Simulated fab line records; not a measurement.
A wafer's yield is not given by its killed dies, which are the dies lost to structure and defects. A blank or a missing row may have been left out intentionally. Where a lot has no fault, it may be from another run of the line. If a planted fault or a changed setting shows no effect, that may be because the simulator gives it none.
Chamber matching | flow gf180mcu | GF_V3_CVD_02 on pecvd-04 has 3 sister chambers
The step deposits SiO2 from TEOS, target thk 850 nm, time 94.851 s. 3 wafers are shown with their chamber, then 9 later ones without.

EACH WAFER AND ITS CHAMBER
wafer  | chamber | heater power w (W)
L555.5 | 2       | 605
L558.5 | 1       | 612
L558.6 | 0       | 653

WAFERS WITH NO CHAMBER GIVEN
wafer  | heater power w (W)
L559.1 | 525
L559.3 | 553
L559.4 | 589
L561.1 | 678
L561.2 | 685
L561.3 | 509
L562.2 | 688
L562.3 | 562
L562.4 | 595

WHICH CHAMBER EACH ONE RAN IN
wafer  | from the rows above          | in truth
L559.1 | can't be placed: 2 or 1 or 0 | 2
L559.3 | can't be placed: 2 or 1 or 0 | 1
L559.4 | can't be placed: 2 or 1 or 0 | 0
L561.1 | can't be placed: 0 or 1 or 2 | 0
L561.2 | can't be placed: 0 or 1 or 2 | 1
L561.3 | can't be placed: 2 or 1 or 0 | 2
L562.2 | can't be placed: 0 or 1 or 2 | 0
L562.3 | can't be placed: 2 or 1 or 0 | 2
L562.4 | can't be placed: 2 or 1 or 0 | 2
Placed correctly: 0 of 9. Cannot be placed on the basis of these rows: 9; the candidates contain the true chamber in 9. Number placed wrongly: 0.
How it was worked out, from the rows above alone: a wafer's distance from a chamber is the root of the sum, over the readings, of the square of ((its reading less the chamber's mean) divided by the reading's scatter). If the next closest chamber is less than 2 further off than the closest, the wafer can't be placed; otherwise it belongs to the closest. The mean given for a chamber averages the wafers shown for that chamber. The scatter (one wafer shown for each chamber): square how far every hidden wafer sits from the nearest shown wafer, average those squares and take the square root.
